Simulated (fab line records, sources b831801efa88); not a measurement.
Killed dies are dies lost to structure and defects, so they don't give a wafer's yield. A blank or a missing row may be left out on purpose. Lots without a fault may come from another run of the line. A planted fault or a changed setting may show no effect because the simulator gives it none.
Which tool did it? | flow sky130 | 14 lots, 40 wafers sampled, at 4 steps of a route of 708

WHAT THE GAUGES READ, wafer by wafer
SKY_POLY_GATE_THK_MEAS_04.
lot  | measured     | on            | POLY_GATE_CVD_03_THK (nm)
L402 | day 15 16:03 | film_metro-02 | 75.4 75.3 75.2
L401 | day 15 16:04 | film_metro-04 | 76.1 76.0 76.6
L406 | day 16 22:01 | film_metro-02 | 75.2 74.7 74.3
L404 | day 16 23:22 | film_metro-04 | 75.6 76.5 75.8
L405 | day 16 23:22 | film_metro-02 | 74.8 74.6 74.8
L407 | day 18 10:22 | film_metro-02 | 75.7 75.5 74.7
L408 | day 18 10:22 | film_metro-04 | 75.3 75.1 75.3
L410 | day 19 07:50 | film_metro-01 | 75.2 75.2 74.8
L409 | day 19 11:22 | film_metro-01 | 75.0 75.5 75.0
L413 | day 19 16:22 | film_metro-02 | 75.1 74.9
L414 | day 20 17:50 | film_metro-04 | 74.8 74.2
L421 | day 22 13:05 | film_metro-02 | 75.7 75.3 75.4
L423 | day 23 04:25 | film_metro-04 | 76.0 76.0 75.9
L424 | day 23 05:45 | film_metro-01 | 74.6 74.6 75.1

SKY_LDD_LDN_OVL_MEAS_07.
lot  | measured     | on         | LDD_LDN_OVL (nm)
L402 | day 23 08:59 | overlay-01 | 2.3 2.3 1.5
L401 | day 23 12:43 | overlay-02 | 2.2 1.1 1.0
L406 | day 24 17:38 | overlay-02 | 2.6 2.3 3.1
L404 | day 24 18:39 | overlay-01 | 0.3 -0.7 1.0
L405 | day 24 18:03 | overlay-01 | 1.3 1.1 0.9
L407 | day 26 04:11 | overlay-01 | 0.5 1.8 -0.5
L408 | day 26 02:33 | overlay-01 | 0.1 1.0 -0.4
L410 | day 26 23:33 | overlay-01 | 1.4 2.1 3.6
L409 | day 27 03:02 | overlay-01 | 1.7 0.9 1.6
L413 | day 27 07:45 | overlay-01 | 2.5 2.4
L414 | day 28 07:50 | overlay-02 | -1.2 -1.6
L421 | day 29 21:26 | overlay-02 | 0.1 -0.6 0.4
L423 | day 30 16:19 | overlay-02 | -0.5 -0.8 0.4
L424 | day 30 14:41 | overlay-01 | -0.8 1.2 0.2

WHICH TOOL RAN EACH LOT (tool, then ch and the chambers of the sampled wafers, then the start)
lot  | SKY_LDD_HVN_IMPLANT_08          | SKY_LDD_HVN_STRIP_09
L402 | implanter-01 ch 0, day 20 19:51 | plasma_asher-04 ch 0,1, day 20 20:00
L401 | implanter-02 ch 0, day 20 21:41 | plasma_asher-04 ch 0,1, day 20 21:49
L406 | implanter-03 ch 0, day 22 05:21 | plasma_asher-02 ch 0,1, day 22 05:30
L404 | implanter-03 ch 0, day 22 06:18 | plasma_asher-02 ch 0,1, day 22 06:27
L405 | implanter-02 ch 0, day 22 05:47 | plasma_asher-04 ch 0,1, day 22 05:56
L407 | implanter-03 ch 0, day 23 17:52 | plasma_asher-02 ch 0,1, day 23 18:01
L408 | implanter-02 ch 0, day 23 16:37 | plasma_asher-02 ch 0,1, day 23 16:46
L410 | implanter-02 ch 0, day 24 14:02 | plasma_asher-04 ch 0,1, day 24 14:11
L409 | implanter-03 ch 0, day 24 16:09 | plasma_asher-04 ch 0,1, day 24 16:17
L413 | implanter-03 ch 0, day 24 22:47 | plasma_asher-04 ch 0,1, day 24 22:54
L414 | implanter-03 ch 0, day 25 22:20 | plasma_asher-01 ch 0,1, day 25 22:28
L421 | implanter-02 ch 0, day 27 12:35 | plasma_asher-01 ch 0,1, day 27 12:44
L423 | implanter-01 ch 0, day 28 07:37 | plasma_asher-01 ch 0,1, day 28 07:45
L424 | implanter-02 ch 0, day 28 05:57 | plasma_asher-01 ch 0,1, day 28 06:15
- SKY_LDD_HVN_IMPLANT_08
- SKY_LDD_HVN_STRIP_09: strips in O2/N2.

WHAT THE TOOLS THEMSELVES READ (means of the sampled wafers that have a number; where no wafer has one, the mark that the record gives instead)
SKY_LDD_HVN_IMPLANT_08.
lot  | tool         | beam_on_s (s) | faraday_current_uA
L402 | implanter-01 | 9.95          | 170
L401 | implanter-02 | 9.91          | 170
L406 | implanter-03 | 9.86          | 172
L404 | implanter-03 | 9.91          | 170
L405 | implanter-02 | 10.06         | 168
L407 | implanter-03 | 10.13         | 167
L408 | implanter-02 | 9.97          | 170
L410 | implanter-02 | 10.08         | 168
L409 | implanter-03 | 10.01         | 169
L413 | implanter-03 | 10.44         | 162
L414 | implanter-03 | 10.47         | 162
L421 | implanter-02 | 9.93          | 171
L423 | implanter-01 | 9.94          | 171
L424 | implanter-02 | 9.77          | 173

SKY_LDD_HVN_STRIP_09.
lot  | tool            | drypump_motor_current_A (A) | o2_flow_sccm (sccm) | oes_product_au (a.u.) | strip_time_to_endpoint_s (s)
L402 | plasma_asher-04 | 6.2                         | 3001                | 0.411                 | 4.141
L401 | plasma_asher-04 | 6.2                         | 3000                | 0.407                 | 4.133
L406 | plasma_asher-02 | 5.4                         | 2998                | 0.411                 | 4.135
L404 | plasma_asher-02 | 5.5                         | 3003                | 0.412                 | 4.142
L405 | plasma_asher-04 | 5.8                         | 3010                | 0.410                 | 4.121
L407 | plasma_asher-02 | 5.5                         | 3004                | 0.408                 | 4.121
L408 | plasma_asher-02 | 5.4                         | 2998                | 0.408                 | 4.111
L410 | plasma_asher-04 | 5.8                         | 2997                | 0.408                 | 4.154
L409 | plasma_asher-04 | 5.8                         | 3011                | 0.409                 | 4.142
L413 | plasma_asher-04 | 6.0                         | 3010                | 0.404                 | 4.139
L414 | plasma_asher-01 | 5.8                         | 2995                | 0.408                 | 4.136
L421 | plasma_asher-01 | 5.8                         | 3007                | 0.406                 | 4.128
L423 | plasma_asher-01 | 5.8                         | 3004                | 0.405                 | 4.112
L424 | plasma_asher-01 | 5.8                         | 2999                | 0.411                 | 4.146

THE ANSWER, worked out from the rows above alone
Rule: what is usual is taken from the lots themselves. Put in order of their means at a reading, lots are off if they are a third of the lots or fewer, leave a main group of 4 or more, and stand apart from it by a gap of 3 or more times the standard deviation of the main group's means; of several such gaps the widest counts. A main group whose means are all the same, to the digits that the tables above print for the reading, isn't used. A lot without any number at a reading at which 4 lots or more have one is off too. The other lots that the step has rows for count as sound. The gauges are gone through in route order, then the tools' own readings, and for those a lot's mean is taken as printed above. The first step at which some lot is off is used, and at that step the reading that is off furthest; a lot without a number counts as furthest.
Off: L413, L414, at SKY_LDD_HVN_IMPLANT_08 (beam_on_s). The main group: mean 9.96 s, standard deviation 0.095.
A tool fits if, at that step or a process step before it, it ran every lot that is off, and no sound lot after the first of them. One fits: implanter-03 at SKY_LDD_HVN_IMPLANT_08. Its last sound lot is L409 (day 24 16:09), its first lot that is off L413 (day 24 22:47): a fault that began between those two fits.
The tool's own readings at SKY_LDD_HVN_IMPLANT_08 bear it out: on the lots that are off they differ by more than 5 times the standard deviation of the sound lots' means. beam_on_s reads 10.46 s there against 9.96 s on the sound lots.

WHAT THE SIMULATOR HAD PUT IN
Process parameter drift: implanter-03, from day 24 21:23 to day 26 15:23, at SKY_LDD_HVN_IMPLANT_08. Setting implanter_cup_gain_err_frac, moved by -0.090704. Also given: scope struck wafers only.
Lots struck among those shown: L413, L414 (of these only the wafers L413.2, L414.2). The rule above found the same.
